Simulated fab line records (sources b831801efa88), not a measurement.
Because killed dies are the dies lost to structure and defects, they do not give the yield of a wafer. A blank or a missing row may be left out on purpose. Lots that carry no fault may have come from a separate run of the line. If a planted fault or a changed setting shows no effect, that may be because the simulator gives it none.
Comparing a struck lot with a sound one    flow sky130    15 steps out of a route of 708
Sound: the wafers L969.1, L969.3, L969.4. Wafers L957.2, L957.5, L957.6 were the ones struck. Last of all comes the cause.
Order at every step that has rows: each side's tool, ch and its chambers, its first start. Under that, the readings that differ: sound wafers    struck wafers    difference of the means    sigmas: that difference in standard deviations of wafers without a fault.
alike: readings with means less than 2 such deviations apart, plus words and numbers identical on both sides. not compared: withheld readings, readings lacking a value on some wafer, bounds such as >300 that could conceal the same value, and numbers that have no deviation in the record and whose values overlap.
A row with sigmas, a row that says differs or no value, or rows on one side alone: a step with any of these is where the two part. Numbers that have no deviation but don't overlap get no sigmas and don't part them. Lack of a reading on every wafer of one side parts them only where that side has two or more wafers.

SKY_METAL4_SPUTTER_01: material TiN, target thk 20 nm, time 16.7 s.
  sound: pvd_sputter-01 at day 44 20:42; struck: pvd_sputter-01 at day 44 05:46
  alike: chamber_pressure_pa, throttle_valve_pct
SKY_METAL4_SPUTTER_02: material AlCu, target thk 735 nm, time 39.1 s.
  sound: pvd_sputter-01 at day 44 20:43; struck: pvd_sputter-01 at day 44 05:47
  alike: chamber_pressure_pa, throttle_valve_pct
SKY_METAL4_SPUTTER_03: material Ti, target thk 5 nm, time 3.3 s.
  sound: pvd_sputter-01 at day 44 20:46; struck: pvd_sputter-01 at day 44 05:49
  alike: chamber_pressure_pa, throttle_valve_pct
SKY_METAL4_SPUTTER_04: material TiN, target thk 70 nm, time 58.3 s.
  sound: pvd_sputter-01 at day 44 20:47; struck: pvd_sputter-01 at day 44 05:50
  alike: chamber_pressure_pa, throttle_valve_pct
then, 1 step without rows for these wafers: SKY_CAP2M_CVD_00 (deposits SiO2, target thk 15.5 nm).
SKY_CAP2M_THK_MEAS_01:
  sound: film_metro-04 at day 44 20:51; struck: film_metro-01 at day 44 05:55
reading                sound              struck             difference  sigmas
CAP2M_CVD_00_THK (nm)  15.50 15.17 15.61  15.97 16.00 16.07  +0.59       +2
SKY_CAP2M_SPUTTER_02: material TiN, target thk 200 nm, time 166.7 s.
  sound: pvd_sputter-04 at day 44 20:55; struck: pvd_sputter-03 at day 44 05:58
  alike: chamber_pressure_pa, susceptor_temp_C, throttle_valve_pct
SKY_CAP2M_RS_MEAS_03: measures by four-point-probe.
  sound: film_metro-02 at day 44 21:01; struck: film_metro-01 at day 44 06:06
  alike: CAP2M_TIN_RS
SKY_CAP2M_THK_MEAS_04: measures by xrf.
  sound: film_metro-02 at day 44 21:08; struck: film_metro-01 at day 44 06:13
  alike: CAP2M_TIN_THK
then, 3 steps without rows for these wafers: SKY_CAP2M_DEHYDRATE_05 (time 60 s); SKY_CAP2M_HMDS_06 (prime time 60 s); SKY_CAP2M_COAT_07 (resist thk 1140 nm).
SKY_CAP2M_SOFTBAKE_08: time 60 s.
  sound on litho_track-01 ch 0, day 45 06:40; struck on litho_track-03 ch 0, day 44 16:35
reading                   sound              struck             difference  sigmas
heater_power_total_W (W)  56.63 56.59 56.60  57.42 57.34 57.44  +0.79       +16
plate_temp_C (C)          90.12 89.92 89.98  90.94 90.81 90.78  +0.84       +7
resist_line_temp_C (C)    22.73 22.88 22.74  23.16 22.99 23.00  +0.27       +2
then, 1 step without rows for these wafers: SKY_CAP2M_EXPOSE_09 (exposes mask CAP2M, target cd 1000 nm).
-- the record jumps here: 5 days lie between the struck wafers' starts before and after (it left off in module CAP2M and takes up again in module PAD_OPEN, whose first step shown is number 708 of the route) --
SKY_PAD_OPEN_PROBE_99:
  rows exist in the record for the struck wafers here (prober-02, day 49 16:15), but not for the sound ones

== WHERE THEY PART ==
Last at SKY_PAD_OPEN_PROBE_99 as far as this record goes, first at SKY_CAP2M_THK_MEAS_01.

WHY: whatever the simulator had introduced
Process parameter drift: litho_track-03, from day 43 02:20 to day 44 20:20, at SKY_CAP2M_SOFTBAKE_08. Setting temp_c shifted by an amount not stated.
